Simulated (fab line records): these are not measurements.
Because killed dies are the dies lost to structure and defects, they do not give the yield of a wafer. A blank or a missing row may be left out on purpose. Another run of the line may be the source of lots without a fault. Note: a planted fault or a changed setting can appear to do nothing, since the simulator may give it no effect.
Chamber matching || flow gf180mcu || cmp-02 running GF_CONTACT_CMP_04: 4 sister chambers
The step polishes SiO2. 8 wafers are shown with their chamber, then 8 later ones without.

== WAFERS WITH THEIR CHAMBER ==
{"wafer": "L486.6", "chamber": 2, "motor_current_A (A)": 10.9, "time_to_endpoint_s (s)": 116}
{"wafer": "L488.4", "chamber": 2, "motor_current_A (A)": 11.0, "time_to_endpoint_s (s)": 107}
{"wafer": "L489.3", "chamber": 1, "motor_current_A (A)": 11.6, "time_to_endpoint_s (s)": 117}
{"wafer": "L489.6", "chamber": 3, "motor_current_A (A)": 12.1, "time_to_endpoint_s (s)": 125}
{"wafer": "L495.1", "chamber": 1, "motor_current_A (A)": 11.8, "time_to_endpoint_s (s)": 105}
{"wafer": "L495.2", "chamber": 3, "motor_current_A (A)": 12.5, "time_to_endpoint_s (s)": 112}
{"wafer": "L495.4", "chamber": 0, "motor_current_A (A)": 14.2, "time_to_endpoint_s (s)": 113}
{"wafer": "L504.1", "chamber": 0, "motor_current_A (A)": 14.2, "time_to_endpoint_s (s)": 114}

== WAFERS WITH NO CHAMBER GIVEN ==
{"wafer": "L504.2", "motor_current_A (A)": 11.3, "time_to_endpoint_s (s)": 113}
{"wafer": "L504.4", "motor_current_A (A)": 11.8, "time_to_endpoint_s (s)": 119}
{"wafer": "L505.1", "motor_current_A (A)": 11.0, "time_to_endpoint_s (s)": 104}
{"wafer": "L505.3", "motor_current_A (A)": 11.4, "time_to_endpoint_s (s)": 112}
{"wafer": "L505.5", "motor_current_A (A)": 11.4, "time_to_endpoint_s (s)": 114}
{"wafer": "L506.1", "motor_current_A (A)": 13.0, "time_to_endpoint_s (s)": 104}
{"wafer": "L506.4", "motor_current_A (A)": 11.5, "time_to_endpoint_s (s)": 103}
{"wafer": "L506.5", "motor_current_A (A)": 14.6, "time_to_endpoint_s (s)": 106}

== THE CHAMBER EACH PASSED THROUGH ==
{"wafer": "L504.2", "from the rows above": "can't be placed: 2 or 1", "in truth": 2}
{"wafer": "L504.4", "from the rows above": "can't be placed: 1 or 3", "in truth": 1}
{"wafer": "L505.1", "from the rows above": 2, "in truth": 2}
{"wafer": "L505.3", "from the rows above": "can't be placed: 1 or 2", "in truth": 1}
{"wafer": "L505.5", "from the rows above": "can't be placed: 1 or 2", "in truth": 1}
{"wafer": "L506.1", "from the rows above": 3, "in truth": 3}
{"wafer": "L506.4", "from the rows above": "can't be placed: 1 or 2", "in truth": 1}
{"wafer": "L506.5", "from the rows above": 0, "in truth": 0}
3 of 8 placed correctly. These rows do not allow placing 5 (true chamber among the candidates in 5). Placed wrongly: 0.
How it was worked out, from the rows above alone: a wafer's distance from a chamber is the root of the sum, over the readings, of the square of ((its reading less the chamber's mean) divided by the reading's scatter). If the next closest chamber is less than 2 further off than the closest, the wafer can't be placed; otherwise it belongs to the closest. The mean given for a chamber averages the wafers shown for that chamber. The scatter: the root of (the sum of the squares of (reading less its chamber's mean) over the shown wafers, divided by (wafers less chambers)).
